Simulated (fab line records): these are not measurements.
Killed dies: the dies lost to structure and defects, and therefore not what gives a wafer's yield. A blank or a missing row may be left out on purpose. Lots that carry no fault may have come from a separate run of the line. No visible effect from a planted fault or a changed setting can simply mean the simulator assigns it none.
Which tool was responsible? :: flow gf180mcu :: 7 lots, 21 wafers sampled, at 2 steps of a route of 602

== WHAT EACH GAUGE READ, for each wafer ==
GF_V4_RS_MEAS_24: the measuring method here is four-point-probe.
lot: L263
measured: day 26 00:50
on: film metro-02
V4_W_RS (ohm/sq): 0.331 0.328 0.325

lot: L268
measured: day 27 16:20
on: film metro-02
V4_W_RS (ohm/sq): 0.333 0.329 0.327

lot: L269
measured: day 28 07:24
on: film metro-03
V4_W_RS (ohm/sq): 0.334 0.334 0.324

lot: L271
measured: day 28 12:29
on: film metro-03
V4_W_RS (ohm/sq): 0.319 0.326 0.322

lot: L277
measured: day 29 19:28
on: film metro-02
V4_W_RS (ohm/sq): 0.324 0.329 0.327

lot: L280
measured: day 30 11:37
on: film metro-03
V4_W_RS (ohm/sq): 0.328 0.325 0.331

lot: L282
measured: day 30 23:32
on: film metro-02
V4_W_RS (ohm/sq): 0.333 0.333 0.334

== EACH LOT AND THE TOOL THAT RAN IT (in order: tool; ch and the chambers of the sampled wafers; start) ==
lot: L263
GF_V4_STRIP_18: plasma asher-02 ch 0,1, day 26 00:04

lot: L268
GF_V4_STRIP_18: plasma asher-03 ch 0,1, day 27 15:26

lot: L269
GF_V4_STRIP_18: plasma asher-02 ch 0,1, day 28 06:37

lot: L271
GF_V4_STRIP_18: plasma asher-03 ch 0,1, day 28 11:43

lot: L277
GF_V4_STRIP_18: plasma asher-03 ch 0,1, day 29 18:40

lot: L280
GF_V4_STRIP_18: plasma asher-02 ch 0,1, day 30 10:27

lot: L282
GF_V4_STRIP_18: plasma asher-03 ch 0,1, day 30 22:47
- GF_V4_STRIP_18: strips in O2/N2.

== THE ANSWER, worked out from the rows above alone ==
Rule: usual is defined by the lots themselves. Put in order of their means at a reading, lots are off if they are a third of the lots or fewer, leave a main group of 4 or more, and stand apart from it by a gap of 3 or more times the standard deviation of the main group's means; of several such gaps the widest counts. The tables above print the reading to a certain number of digits; a main group whose means all agree to those digits is not used. Also off: a lot with no number at a reading for which 4 or more lots have one. Any other lot the step has rows for is counted as sound.
No lot is off on any of the readings shown, so nothing can be concluded from this.

== WHAT THE SIMULATOR HAD INSERTED ==
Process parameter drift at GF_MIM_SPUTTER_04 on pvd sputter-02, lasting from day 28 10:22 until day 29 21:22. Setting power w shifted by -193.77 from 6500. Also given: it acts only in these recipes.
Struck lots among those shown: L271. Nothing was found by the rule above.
